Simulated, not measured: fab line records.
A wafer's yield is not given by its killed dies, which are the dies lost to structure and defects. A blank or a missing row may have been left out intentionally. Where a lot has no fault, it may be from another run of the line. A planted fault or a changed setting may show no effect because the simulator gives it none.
Which tool is to blame? + flow gf180mcu + 13 lots, 39 wafers sampled, at 3 steps of a route of 602

== WHAT THE GAUGES SHOWED, per wafer ==
GF_TOP_METAL_RS_MEAS_05: measurement is done with a four-point probe. Usual: TOP_METAL_ALCU_RS gives 0.0328 ohm/sq (standard deviation 0.00031).
| lot  | measured     | on           | TOP_METAL_ALCU_RS (ohm/sq) | flag |
|------|--------------|--------------|----------------------------|------|
| L744 | day 27 16:42 | filmMetro-03 | 0.0328 0.0327 0.0328       |      |
| L745 | day 27 19:40 | filmMetro-03 | 0.0322 0.0323 0.0325       |      |
| L746 | day 28 09:03 | filmMetro-03 | 0.0323 0.0327 0.0324       |      |
| L747 | day 28 11:59 | filmMetro-02 | 0.0333 0.0329 0.0333       |      |
| L749 | day 29 08:49 | filmMetro-03 | 0.0332 0.0332 0.0329       |      |
| L750 | day 29 12:31 | filmMetro-03 | 0.0330 0.0330 0.0329       |      |
| L752 | day 30 03:53 | filmMetro-03 | 0.0329 0.0331 0.0331       |      |
| L753 | day 30 04:55 | filmMetro-03 | 0.0330 0.0326 0.0327       |      |
| L754 | day 30 11:38 | filmMetro-03 | 0.0331 0.0338 0.0331       |      |
| L755 | day 30 12:14 | filmMetro-04 | 0.0333 0.0326 0.0327       |      |
| L756 | day 31 06:17 | filmMetro-04 | 0.0332 0.0326 0.0325       |      |
| L762 | day 32 14:41 | filmMetro-04 | 0.0324 0.0323 0.0325       |      |
| L766 | day 33 11:09 | filmMetro-04 | 0.0329 0.0328 0.0328       |      |

GF_PASSIVATION_THK_MEAS_01. Usual: PASSIVATION_CVD_00_THK gives 1024 nm (standard deviation 11).
| lot  | measured     | on           | PASSIVATION_CVD_00_THK (nm) | flag |
|------|--------------|--------------|-----------------------------|------|
| L744 | day 28 13:37 | filmMetro-01 | 1031 1008 1035              |      |
| L745 | day 28 16:45 | filmMetro-01 | 1019 1033 1043              |      |
| L746 | day 29 05:24 | filmMetro-04 | 1014 1028 1032              |      |
| L747 | day 29 08:42 | filmMetro-04 | 1015 1004 1027              |      |
| L749 | day 30 04:41 | filmMetro-04 | 1001 994 1022               |      |
| L750 | day 30 08:23 | filmMetro-04 | 1025 1019 1032              |      |
| L752 | day 30 22:38 | filmMetro-04 | 1013 1018 1037              |      |
| L753 | day 30 23:56 | filmMetro-04 | 1029 1042 1035              |      |
| L754 | day 31 06:17 | filmMetro-02 | 999 1045 1024               |      |
| L755 | day 31 07:03 | filmMetro-04 | 1040 1037 1045              |      |
| L756 | day 32 00:08 | filmMetro-01 | 1008 1017 1029              |      |
| L762 | day 33 07:43 | filmMetro-02 | 1014 1007 1022              |      |
| L766 | day 34 03:41 | filmMetro-01 | 1027 1038 1024              |      |

== WHAT TOOL EACH LOT RAN ON (gives the tool, then ch and the chambers of the sampled wafers, and finally the start) ==
| lot  | GF_M4_SPUTTER_01            |
|------|-----------------------------|
| L744 | pvdSputter-04, day 22 21:22 |
| L745 | pvdSputter-02, day 23 01:16 |
| L746 | pvdSputter-01, day 23 17:04 |
| L747 | pvdSputter-02, day 23 20:19 |
| L749 | pvdSputter-01, day 24 19:12 |
| L750 | pvdSputter-01, day 24 22:13 |
| L752 | pvdSputter-04, day 25 18:16 |
| L753 | pvdSputter-02, day 25 18:26 |
| L754 | pvdSputter-04, day 26 00:22 |
| L755 | pvdSputter-02, day 26 02:41 |
| L756 | pvdSputter-01, day 26 22:17 |
| L762 | pvdSputter-02, day 28 13:30 |
| L766 | pvdSputter-04, day 29 12:28 |
- GF_M4_SPUTTER_01: material TiN, target thk 30 nm, time 25 s.

== AS READ BY THE TOOLS THEMSELVES (means over the sampled wafers that have a number; for cases with no such wafer, the mark the record gives instead) ==
GF_M4_SPUTTER_01. Usual: cathodeDcPowerW 6500.0 W, standard deviation 1.2; throttleValvePct 30.1 %, standard deviation 1.5.
| lot  | tool          | cathodeDcPowerW (W) | throttleValvePct (%) | flag |
|------|---------------|---------------------|----------------------|------|
| L744 | pvdSputter-04 | 6499.5              | 30.7                 |      |
| L745 | pvdSputter-02 | 6500.5              | 29.5                 |      |
| L746 | pvdSputter-01 | 6499.6              | 29.2                 |      |
| L747 | pvdSputter-02 | 6501.3              | 30.2                 |      |
| L749 | pvdSputter-01 | 6500.0              | 30.0                 |      |
| L750 | pvdSputter-01 | 6500.6              | 29.2                 |      |
| L752 | pvdSputter-04 | 6500.0              | 30.3                 |      |
| L753 | pvdSputter-02 | 6498.9              | 30.9                 |      |
| L754 | pvdSputter-04 | 6499.3              | 31.0                 |      |
| L755 | pvdSputter-02 | 6500.7              | 30.2                 |      |
| L756 | pvdSputter-01 | 6500.6              | 30.3                 |      |
| L762 | pvdSputter-02 | 6500.6              | 30.8                 |      |
| L766 | pvdSputter-04 | 6499.9              | 30.6                 |      |

== THE ANSWER, worked out from the rows above alone ==
Rule: a lot counts as off when the mean over its wafers that have a number is more than 3 standard deviations away from the usual mean. Also off: a lot with no number at a reading for which 4 or more lots have one. All remaining lots with rows at the step are treated as sound. The gauges are gone through in route order, then the tools' own readings, and for those a lot's mean is taken as printed above. The first step at which some lot is off is used, and at that step the reading that is off furthest; a lot without a number counts as furthest.
Across all readings shown, no lot is off: no conclusion can be drawn from this.

== WHAT WAS PUT IN BY THE SIMULATOR ==
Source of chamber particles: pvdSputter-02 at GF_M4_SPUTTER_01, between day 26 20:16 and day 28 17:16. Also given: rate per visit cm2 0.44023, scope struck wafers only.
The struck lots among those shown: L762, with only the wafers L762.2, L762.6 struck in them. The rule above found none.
